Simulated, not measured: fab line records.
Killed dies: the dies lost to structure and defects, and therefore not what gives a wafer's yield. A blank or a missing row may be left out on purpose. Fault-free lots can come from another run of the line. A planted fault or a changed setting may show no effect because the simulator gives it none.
Which tool is to blame? || flow sky130 || 33 wafers from 11 lots sampled at 4 of the route's 708 steps

## WHAT THE GAUGES READ, wafer by wafer
SKY_VT_ADJUST_LVTN_OVL_MEAS_07.
{"lot": "L318", "measured": "day 6 19:30", "on": "overlay-01", "VT_ADJUST_LVTN_OVL (nm)": "-0.5 -0.4 -0.1"}
{"lot": "L321", "measured": "day 7 16:20", "on": "overlay-02", "VT_ADJUST_LVTN_OVL (nm)": "- - -"}
{"lot": "L322", "measured": "day 8 01:32", "on": "overlay-01", "VT_ADJUST_LVTN_OVL (nm)": "-1.9 -2.4 -2.8"}
{"lot": "L329", "measured": "day 10 07:09", "on": "overlay-01", "VT_ADJUST_LVTN_OVL (nm)": "-0.6 -1.1 -1.5"}
{"lot": "L330", "measured": "day 10 15:50", "on": "overlay-02", "VT_ADJUST_LVTN_OVL (nm)": "0.1 0.7 -0.9"}
{"lot": "L332", "measured": "day 10 21:47", "on": "overlay-01", "VT_ADJUST_LVTN_OVL (nm)": "-0.9 0.1 -0.6"}
{"lot": "L333", "measured": "day 11 02:05", "on": "overlay-01", "VT_ADJUST_LVTN_OVL (nm)": "0.5 -0.6 -1.1"}
{"lot": "L334", "measured": "day 11 09:21", "on": "overlay-02", "VT_ADJUST_LVTN_OVL (nm)": "-0.2 -0.3 -1.0"}
{"lot": "L336", "measured": "day 12 00:05", "on": "overlay-02", "VT_ADJUST_LVTN_OVL (nm)": "-0.7 0.2 -1.8"}
{"lot": "L337", "measured": "day 12 06:41", "on": "overlay-01", "VT_ADJUST_LVTN_OVL (nm)": "-0.7 0.6 0.0"}
{"lot": "L340", "measured": "day 13 04:17", "on": "overlay-02", "VT_ADJUST_LVTN_OVL (nm)": "-1.1 -1.8 -1.7"}

## WHICH TOOL RAN EACH LOT (tool, then ch and the chambers of the sampled wafers, then the start)
{"lot": "L318", "SKY_FIELD_ISO_ETCH_15": "rieDiel-04 ch 1,2, day 2 03:39", "SKY_DNWELL_STRIP_08": "plasmaAsher-02 ch 0,1, day 3 02:20", "SKY_VT_ADJUST_LVTN_EXPOSE_04": "ilineStepper-02 ch 0, day 6 10:02"}
{"lot": "L321", "SKY_FIELD_ISO_ETCH_15": "rieDiel-01 ch 0,1,2, day 2 20:26", "SKY_DNWELL_STRIP_08": "plasmaAsher-02 ch 0,1, day 3 18:41", "SKY_VT_ADJUST_LVTN_EXPOSE_04": "ilineStepper-02 ch 0, day 7 07:07"}
{"lot": "L322", "SKY_FIELD_ISO_ETCH_15": "rieDiel-03 ch 0,1,3, day 3 02:11", "SKY_DNWELL_STRIP_08": "plasmaAsher-03 ch 0,1, day 4 03:17", "SKY_VT_ADJUST_LVTN_EXPOSE_04": "ilineStepper-02 ch 0, day 7 15:16"}
{"lot": "L329", "SKY_FIELD_ISO_ETCH_15": "rieDiel-03 ch 0,1,2, day 4 13:44", "SKY_DNWELL_STRIP_08": "plasmaAsher-03 ch 0,1, day 5 23:46", "SKY_VT_ADJUST_LVTN_EXPOSE_04": "ilineStepper-02 ch 0, day 9 20:26"}
{"lot": "L330", "SKY_FIELD_ISO_ETCH_15": "rieDiel-03 ch 1,2, day 4 20:03", "SKY_DNWELL_STRIP_08": "plasmaAsher-02 ch 0,1, day 6 05:38", "SKY_VT_ADJUST_LVTN_EXPOSE_04": "ilineStepper-02 ch 0, day 10 04:29"}
{"lot": "L332", "SKY_FIELD_ISO_ETCH_15": "rieDiel-03 ch 0,1,3, day 5 05:08", "SKY_DNWELL_STRIP_08": "plasmaAsher-01 ch 0,1, day 6 10:23", "SKY_VT_ADJUST_LVTN_EXPOSE_04": "ilineStepper-01 ch 0, day 10 09:07"}
{"lot": "L333", "SKY_FIELD_ISO_ETCH_15": "rieDiel-01 ch 2,3, day 5 12:24", "SKY_DNWELL_STRIP_08": "plasmaAsher-02 ch 0,1, day 6 14:14", "SKY_VT_ADJUST_LVTN_EXPOSE_04": "ilineStepper-01 ch 0, day 10 14:20"}
{"lot": "L334", "SKY_FIELD_ISO_ETCH_15": "rieDiel-04 ch 0,1, day 5 17:42", "SKY_DNWELL_STRIP_08": "plasmaAsher-02 ch 0,1, day 6 19:52", "SKY_VT_ADJUST_LVTN_EXPOSE_04": "ilineStepper-02 ch 0, day 10 22:19"}
{"lot": "L336", "SKY_FIELD_ISO_ETCH_15": "rieDiel-04 ch 0,2,3, day 6 05:15", "SKY_DNWELL_STRIP_08": "plasmaAsher-03 ch 0,1, day 7 08:35", "SKY_VT_ADJUST_LVTN_EXPOSE_04": "ilineStepper-02 ch 0, day 11 11:40"}
{"lot": "L337", "SKY_FIELD_ISO_ETCH_15": "rieDiel-03 ch 0,1,3, day 6 10:02", "SKY_DNWELL_STRIP_08": "plasmaAsher-03 ch 0, day 7 12:59", "SKY_VT_ADJUST_LVTN_EXPOSE_04": "ilineStepper-02 ch 0, day 11 18:47"}
{"lot": "L340", "SKY_FIELD_ISO_ETCH_15": "rieDiel-01 ch 0,1,3, day 6 23:02", "SKY_DNWELL_STRIP_08": "plasmaAsher-03 ch 0,1, day 8 06:50", "SKY_VT_ADJUST_LVTN_EXPOSE_04": "ilineStepper-01 ch 0, day 12 15:23"}
- SKY_FIELD_ISO_ETCH_15: etches the open film in CHF3/O2, stops on Si, target depth 180 nm, time 72 s.
- SKY_DNWELL_STRIP_08: strips in O2/N2.
- SKY_VT_ADJUST_LVTN_EXPOSE_04: exposes mask NWM COMPLEMENT LESS NATIVE, target cd 840 nm.

## THE ANSWER, worked out from the rows above alone
Rule: the lots themselves supply what counts as usual. The widest of any qualifying gaps counts: lots, ordered by their means at a reading, are off when they make up no more than a third of the lots, leave a main group of 4 or more, and stand apart from it by 3 or more times the standard deviation of that group's means. Not used: any main group whose means are identical at the precision the tables above print for the reading. A lot without any number at a reading at which 4 lots or more have one is off too. The other lots that the step has rows for count as sound.
Off: L321, seen at SKY_VT_ADJUST_LVTN_OVL_MEAS_07 (VT_ADJUST_LVTN_OVL). Without a number there: L321. Mean -0.8 nm and standard deviation 0.69 in the main group.
A tool fits if, at a process step before that reading, it ran every lot that is off, and no sound lot after the first of them. The gauges at SKY_VT_ADJUST_LVTN_OVL_MEAS_07 are tried like those tools. Not one of the candidates tried fits.

## WHAT THE SIMULATOR PUT IN
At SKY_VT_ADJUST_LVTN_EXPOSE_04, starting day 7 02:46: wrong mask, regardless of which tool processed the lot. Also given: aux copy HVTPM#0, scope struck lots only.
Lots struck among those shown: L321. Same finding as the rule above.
